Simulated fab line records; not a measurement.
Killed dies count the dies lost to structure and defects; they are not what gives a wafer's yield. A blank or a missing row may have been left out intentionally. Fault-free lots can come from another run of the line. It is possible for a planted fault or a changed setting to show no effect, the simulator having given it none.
A struck lot beside a sound one ; flow sky130 ; 16 steps out of a route of 708
Sound: these wafers, L324.1, L324.2, L324.4. Wafers L337.1, L337.5, L337.6 were the ones struck. The cause is given at the end.
For every step that has rows: the tool of each side, followed by ch and its chambers, followed by its first start. Under that, the readings that differ: sound wafers ; struck wafers ; difference of the means ; sigmas: that difference in standard deviations of wafers without a fault.
alike: same words and numbers on both sides, and readings whose means sit less than 2 such deviations apart. not compared: any withheld reading, any reading some wafer has no value for, any bound like >300 that may hide the same value, and any number with overlapping values for which the record gives no deviation.
Wherever a step has rows on one side only, a row that says differs or no value, or a row with sigmas, the two part there. Numbers that have no deviation but don't overlap get no sigmas and don't part them. Lack of a reading on every wafer of one side parts them only where that side has two or more wafers.

SKY_VT_ADJUST_LVTN_OVL_MEAS_07:
  sound: overlay-02 at day 8 16:07; struck: overlay-01 at day 11 13:34
  alike: VT_ADJUST_LVTN_OVL
next, for these wafers, 1 step has no rows: SKY_VT_ADJUST_LVTN_IMPLANT_08.
SKY_VT_ADJUST_LVTN_STRIP_09: strips in O2/N2.
  sound on plasma_asher-04 ch 0,1, day 8 16:18; struck on plasma_asher-01 ch 0,1, day 11 13:46
  alike: drypump_motor_current_A, oes_product_au, strip_time_to_endpoint_s
  not compared: rf_hours_counter_h
SKY_VT_ADJUST_LVTN_TW_MEAS_10:
  sound: film_metro-01 at day 8 16:24; struck: film_metro-02 at day 11 13:52
  alike: VT_ADJUST_LVTN_TW
then, 7 steps without rows for these wafers: SKY_VT_ADJUST_LVTN_DEHYDRATE_11 (time 60 s); SKY_VT_ADJUST_LVTN_HMDS_12 (prime time 60 s); SKY_VT_ADJUST_LVTN_COAT_13 (resist thk 1140 nm); SKY_VT_ADJUST_LVTN_SOFTBAKE_14 (time 60 s); SKY_VT_ADJUST_LVTN_EXPOSE_15 (exposes mask HVN STD DERIVED, target cd 600 nm); SKY_VT_ADJUST_LVTN_PEB_16; SKY_VT_ADJUST_LVTN_DEVELOP_17 (develop time 60 s).
SKY_VT_ADJUST_LVTN_OVL_MEAS_18:
  sound: overlay-02 at day 9 12:25; struck: overlay-02 at day 12 14:22
  alike: VT_ADJUST_LVTN_01_OVL
SKY_VT_ADJUST_LVTN_IMPLANT_19:
  sound on implanter-01 ch 0, day 9 12:27; struck on implanter-01 ch 0, day 12 14:24
reading;sound;struck;difference;sigmas
dose_ions_cm2;6.503e+11 6.49e+11 6.505e+11;3.365e+11 3.357e+11 3.369e+11;-3.136e+11;-99 or more
faraday_current_uA;3.72 3.61 3.52;1.90 1.91 1.90;-1.71;-23
  alike: end_station_pressure_torr
SKY_VT_ADJUST_LVTN_STRIP_20: strips in O2/N2.
  sound on plasma_asher-02 ch 0,1, day 9 12:36; struck on plasma_asher-04 ch 0,1, day 12 14:33
  alike: drypump_motor_current_A, oes_product_au, strip_time_to_endpoint_s
  not compared: rf_hours_counter_h
SKY_VT_ADJUST_LVTN_TW_MEAS_21:
  sound: film_metro-02 at day 9 12:42; struck: film_metro-04 at day 12 14:52
reading;sound;struck;difference;sigmas
VT_ADJUST_LVTN_2_TW;187.1 187.7 187.1;156.0 155.6 156.6;-31.2;-21
  not compared: hold
-- here the record skips 37 days between the struck wafers' starts before and after, leaving off in module VT_ADJUST_LVTN and picking up in module PAD_OPEN (first step shown: number 708 of the route) --
SKY_PAD_OPEN_PROBE_99:
  sound: prober-02 at day 47 06:35; struck: prober-02 at day 49 22:59
reading;sound;struck;difference;sigmas
model.etest.res_pwell_under_gate.rs_ohm_sq;2268 2274 2263;2326 2327 2338;+62;
model.etest.tip_n_5v.rs_ohm_sq;1389 1393 1391;1344 1353 1344;-44;
model.etest.nfet_g5v0d10v5.body_rise_v (V);0.6894 0.6851 0.6837;0.61 0.6129 0.6072;-0.08;
model.etest.nfet_16v.body_rise_v (V);0.6853 0.6804 0.6853;0.6063 0.6108 0.6034;-0.0768;
model.etest.nfet_g5v0d10v5.vt_sat_v (V);0.786 0.7784 0.791;0.7023 0.7026 0.7184;-0.0774;
model.etest.nfet_g5v0d10v5.vt_v (V);0.8465 0.8396 0.8491;0.768 0.7692 0.7829;-0.072;
model.etest.nfet_16v.vt_v (V);0.7926 0.7858 0.7891;0.719 0.7248 0.7274;-0.065;
model.etest.nfet_g5v0d10v5.vt_long_v (V);0.8382 0.8325 0.8322;0.7636 0.77 0.7736;-0.0652;
  alike: killed_at_M0_to_M3, killed_at_M4_up, killed_at_contacts, killed_at_front_end, killed_at_other, killed_dies, killed_on_rim, killed_open, killed_short

== WHERE THEY PART ==
Last at SKY_VT_ADJUST_LVTN_TW_MEAS_21 as far as this record goes, first at SKY_VT_ADJUST_LVTN_IMPLANT_19. Later steps at which nothing parts them and some readings are alike: SKY_PAD_OPEN_PROBE_99.

WHY: what had been put in by the simulator
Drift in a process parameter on implanter-01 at SKY_VT_ADJUST_LVTN_IMPLANT_19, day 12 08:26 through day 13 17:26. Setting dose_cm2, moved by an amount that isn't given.
